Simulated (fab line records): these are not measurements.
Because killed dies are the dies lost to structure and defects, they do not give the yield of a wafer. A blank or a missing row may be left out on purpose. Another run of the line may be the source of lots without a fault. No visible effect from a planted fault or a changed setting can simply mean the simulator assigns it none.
fab line records | flow sky130
record: lots: 7 wafers: 21 last-day: 50
route steps=708 shown NWELL@78 PWDE@84 VT_ADJUST_HVTP@85
lots with no fault: from the same line, run without faults
start-h: the number of hours between the record's first day and the start of the first shown wafer of the lot | wait-h: time in hours since the lot's previous step | " the same as in the row above | L1.1+2: a single row standing in for several wafers | - either no value or no given start | * or withheld: withheld | < > ~ a bound
route shown NAME@n: a module of which the file shows steps, and the number in the route of the first | usual: mean and standard deviation over wafers with no fault | same: alike in all rows | chamber/n: place in a boat | sites: readings site by site | _std_site: their standard deviation | _edge_site: the outer-site mean with the inner-site mean subtracted | radius-mm: for every site, how far away it sits from the centre of the wafer | mask NAME#n: copy n | behind: the last tool/chamber to shape the wafer | hold: the reason the lot was held/the length of the hold in hours/how it ended | device: the n, p or np transistor that did not switch | end of line: tests of these same wafers at the route's end | a step without rows: its recipe alone | killed: at the first sort, the dies lost to defects and structure; wafer yield is something else | map: a wafer's dies, marking killed ones x, the rest . and places with no die _
set.NAME: setting as actually run; set.NAME@STEP: the setting as run at that earlier step | model.NAME: the simulator's own value behind a step, which no gauge read
lots at selected steps of the route; one table per step, one row per wafer
services: when a tool's chamber went out of use (start-h, in hours from the record's first day, below 0 if earlier), for how many hours, and the reason
== steps ==
step: SKY_NWELL_STRIP_25
recipe: chemistry: O2/N2 power-w: 1400 pressure-mtorr: 1500 platen-temp-c: withheld o2-flow-sccm: 3000 n2-flow-sccm: 300 overash-fraction: 0.5
usual: drypump-motor-current-A: 5.8/0.44 oes-product-au: 0.722/0.005 strip-time-to-endpoint-s: 36.93/0.089
columns lot.wafer tool chamber start-h wait-h drypump-motor-current-A oes-product-au rf-hours-counter-h strip-time-to-endpoint-s
L192.2 plasma-asher-03 1 122.88 0.1 6.2 0.719 46 36.94
L192.3 " 0 " " 5.8 0.721 - 37.01
L192.4 " 1 " " 6.2 0.716 - 37.08
L198.1 plasma-asher-04 0 162.38 0.1 5.8 0.722 4 37.02
L198.3 " 0 " " 5.8 0.723 - 36.91
L198.4 " 1 " " 5.7 0.719 - 36.98
L197.1 plasma-asher-02 0 162.67 0.1 6.1 0.721 35 36.87
L197.4 " 1 " " 4.8 0.718 - 36.92
L197.6 " 0 " " 6.1 0.725 - 36.89
L200.2 plasma-asher-04 0 165.63 0.1 5.8 0.726 4 36.98
L200.5 " 0 " " 5.8 0.720 - 37.11
L200.6 " 1 " " 5.7 0.724 - 37.07
L203.1 plasma-asher-02 0 186.73 0.1 6.1 0.714 38 36.94
L203.4 " 0 " " 6.1 0.720 - 37.00
L203.6 " 1 " " 4.8 0.724 - 37.01
L205.2 plasma-asher-02 1 209.62 0.1 4.8 0.723 40 37.07
L205.3 " 1 " " 4.8 0.736 - 37.05
L205.4 " 0 " " 6.1 0.723 - 36.96
L211.1 plasma-asher-04 0 237.23 0.1 5.8 0.714 11 37.03
L211.2 " 1 " " 5.7 0.724 11 37.01
L211.6 " 1 " " 5.7 0.727 - 37.06
step: SKY_NWELL_TW_MEAS_26
usual: NWELL_2_TW: 496.2/2.1
columns lot.wafer tool chamber start-h wait-h NWELL_2_TW
L192.2 film-metro-01 - 122.99 0.1 496.3
L192.3 " - " " 496.2
L192.4 " - " " 494.1
L198.1 film-metro-03 - 162.48 0.1 501.9
L198.3 " - " " 499.1
L198.4 " - " " 501.7
L197.1 film-metro-03 - 162.77 0.1 498.3
L197.4 " - " " 498.8
L197.6 " - " " 499.5
L200.2 film-metro-04 - 165.74 0.1 496.1
L200.5 " - " " 494.9
L200.6 " - " " 493.7
L203.1 film-metro-01 - 186.83 0.1 498.4
L203.4 " - " " 496.2
L203.6 " - " " 495.6
L205.2 film-metro-03 - 209.73 0.1 496.6
L205.3 " - " " 494.8
L205.4 " - " " 495.8
L211.1 film-metro-03 - 237.33 0.1 499.4
L211.2 " - " " 495.1
L211.6 " - " " 499.8
step: SKY_NWELL_CLEAN_27
recipe: chemistry: SC1/SC2 mix: 1:4:20 temp-c: 70 time-s: 150 dry: n2-spin
step: SKY_NWELL_RTA_28
recipe: temp-c: 1050 time-s: 30 idle-temp-c: 650 ramp-up-c-per-s: 150 ramp-down-c-per-s: 90 ambient: N2
usual: chamber-o2-ppm: 1.995/0.021 lamp-power-pct: 25.30/0.054 ramp-down-c-per-s: 90.000/0.016 wafer_temp_C_max: 1054.8/0.87
columns lot.wafer tool chamber start-h wait-h chamber-o2-ppm lamp-power-pct ramp-down-c-per-s wafer_temp_C_max
L192.2 rtp-anneal-02 0 123.11 0.0 2.016 25.36 89.993 1054.2
L192.3 " 0 " " 2.009 25.27 90.003 1053.8
L192.4 " 0 " " 1.990 25.30 90.017 1053.9
L198.1 rtp-anneal-01 0 162.64 0.0 1.985 25.30 89.993 1054.9
L198.3 " 0 " " 2.006 25.38 90.005 1054.3
L198.4 " 0 " " 1.984 25.34 90.008 1054.0
L197.1 rtp-anneal-02 0 162.88 0.0 2.031 25.30 89.994 1054.9
L197.4 " 0 " " 2.009 25.28 90.029 1056.1
L197.6 " 0 " " 2.017 25.39 90.005 1056.2
L200.2 rtp-anneal-01 0 165.86 0.0 1.954 25.31 90.012 1054.7
L200.5 " 0 " " 2.001 25.33 90.003 1055.0
L200.6 " 0 " " 1.973 25.39 89.986 1055.2
L203.1 rtp-anneal-02 0 186.94 0.0 2.005 25.26 89.994 1053.8
L203.4 " 0 " " 1.962 25.29 90.030 1054.8
L203.6 " 0 " " 2.026 25.29 89.998 1054.4
L205.2 rtp-anneal-01 0 209.85 0.0 2.041 25.27 90.004 1053.9
L205.3 " 0 " " 2.001 25.27 90.036 1053.7
L205.4 " 0 " " 2.000 25.38 90.009 1057.4
L211.1 rtp-anneal-01 0 237.45 0.0 2.035 25.21 89.980 1057.0
L211.2 " 0 " " 1.968 25.34 89.984 1054.5
L211.6 " 0 " " 2.018 25.30 89.987 1053.6
step: SKY_NWELL_RS_MEAS_29
recipe: thk-meas-gauge: four-point-probe
usual: NWELL_RS: 624.6/1.6
columns lot.wafer tool chamber start-h wait-h NWELL_RS[ohm/sq]
L192.2 film-metro-03 - 123.21 0.1 624.7
L192.3 " - " " 624.0
L192.4 " - " " 626.5
L198.1 film-metro-04 - 162.74 0.1 625.1
L198.3 " - " " 625.3
L198.4 " - " " 624.1
L197.1 film-metro-03 - 162.98 0.1 624.5
L197.4 " - " " 624.2
L197.6 " - " " 626.4
L200.2 film-metro-04 - 165.97 0.1 624.5
L200.5 " - " " 623.9
L200.6 " - " " 622.5
L203.1 film-metro-03 - 187.04 0.1 626.7
L203.4 " - " " 625.3
L203.6 " - " " 626.5
L205.2 film-metro-04 - 209.95 0.1 621.5
L205.3 " - " " 622.9
L205.4 " - " " 622.8
L211.1 film-metro-01 - 237.55 0.1 624.8
L211.2 " - " " 622.9
L211.6 " - " " 623.5
step: SKY_NWELL_RS_MEAS_31
recipe: thk-meas-gauge: four-point-probe
usual: PWDE_RS: 5280/16
columns lot.wafer tool chamber start-h wait-h PWDE_RS[ohm/sq]
L192.2 film-metro-03 - 123.45 0.1 5298
L192.3 " - " " 5281
L192.4 " - " " 5294
L198.1 film-metro-04 - 162.98 0.1 5288
L198.3 " - " " 5295
L198.4 " - " " 5291
L197.1 film-metro-03 - 163.22 0.1 5278
L197.4 " - " " 5294
L197.6 " - " " 5257
L200.2 film-metro-04 - 166.21 0.1 5294
L200.5 " - " " 5281
L200.6 " - " " 5296
L203.1 film-metro-03 - 187.28 0.1 5293
L203.4 " - " " 5305
L203.6 " - " " 5302
L205.2 film-metro-04 - 210.19 0.1 5298
L205.3 " - " " 5296
L205.4 " - " " 5294
L211.1 film-metro-01 - 237.79 0.1 5294
L211.2 " - " " 5265
L211.6 " - " " 5294
step: SKY_VT_ADJUST_HVTP_DEHYDRATE_00
recipe: temp-c: 200 time-s: 60
step: SKY_VT_ADJUST_HVTP_HMDS_01
recipe: prime-time-s: 60 prime-temp-c: 120
step: SKY_VT_ADJUST_HVTP_COAT_02
recipe: resist: NOVOLAK spin-rpm: 3000 resist-thk-nm: 1140
step: SKY_VT_ADJUST_HVTP_SOFTBAKE_03
recipe: temp-c: 90 time-s: 60 resist: NOVOLAK
step: SKY_VT_ADJUST_HVTP_EXPOSE_04
recipe: mask-id: HVTPM na: 0.6 source-shape: conventional sigma-outer: 0.6 polarization: unpolarized target-cd-nm: 380 dose-mj: 140
step: SKY_VT_ADJUST_HVTP_PEB_05
recipe: temp-c: withheld time-s: * resist: NOVOLAK
usual: chill-plate-temp-C: * exhaust-pa: 44.8/0.76
columns lot.wafer tool chamber start-h wait-h chill-plate-temp-C exhaust-pa
L192.2 litho-track-01 0 140.08 - * 44.2
L192.3 " 0 " " * 44.7
L192.4 " 0 " " * 43.7
L198.1 litho-track-01 - 183.06 - - -
L198.3 " - " " - -
L198.4 " - " " - -
L197.1 litho-track-02 - 183.75 - - -
L197.4 " - " " - -
L197.6 " - " " - -
L200.2 litho-track-01 - 186.73 - - -
L200.5 " - " " - -
L200.6 " - " " - -
L203.1 litho-track-01 0 208.11 - * 45.2
L203.4 " 0 " " * 45.3
L203.6 " 0 " " * 46.1
L205.2 litho-track-01 0 231.78 - * 45.7
L205.3 " 0 " " * 46.3
L205.4 " 0 " " * 44.2
L211.1 litho-track-04 0 260.24 - * 44.8
L211.2 " 0 " " * 45.1
L211.6 " 0 " " * 44.8
step: SKY_VT_ADJUST_HVTP_DEVELOP_06
recipe: resist: NOVOLAK developer: TMAH develop-time-s: 60 dev-temp-c: 23
== services ==
columns tool chamber start-h hours kind
plasma-asher-04 - 108.75 9.0 pm
plasma-asher-04 0 108.75 9.0 vent-cycle
plasma-asher-04 1 108.75 9.0 vent-cycle
plasma-asher-04 0 117.75 - clean
plasma-asher-04 1 117.75 - clean
plasma-asher-03 - 235.53 15.6 pm
== key ==
first-sign: step: SKY_VT_ADJUST_HVTP_PEB_05 reading: tool-record direction: missing
effect none on later readings
met-at SKY_VT_ADJUST_HVTP_PEB_05
struck-wafers L197.1,L197.4,L197.6,L198.1,L198.3,L198.4,L200.2,L200.5,L200.6
sort-left-out L197.1,L197.4,L197.6,L198.1,L198.3,L198.4,L200.2,L200.5,L200.6
tester-left-out L197,L198,L200
onset-between 140.08 183.06
fault: kind: skipped-step-whole tool: litho-track-01,litho-track-02 chamber: - onset-h: 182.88 steps: SKY_VT_ADJUST_HVTP_PEB_05 scope: struck-lots-only
tester-left-out: of these lots the tester's yield and bins aren't shown, on N5 and GAA mostly nor the transistor test; their killed dies are dies lost to structure and defects alone, not to doping, threshold or leakage, so they don't give the yield
sort-left-out: the simulated sort isn't trusted on such a fault, so these wafers' sort isn't shown, and their yield isn't known
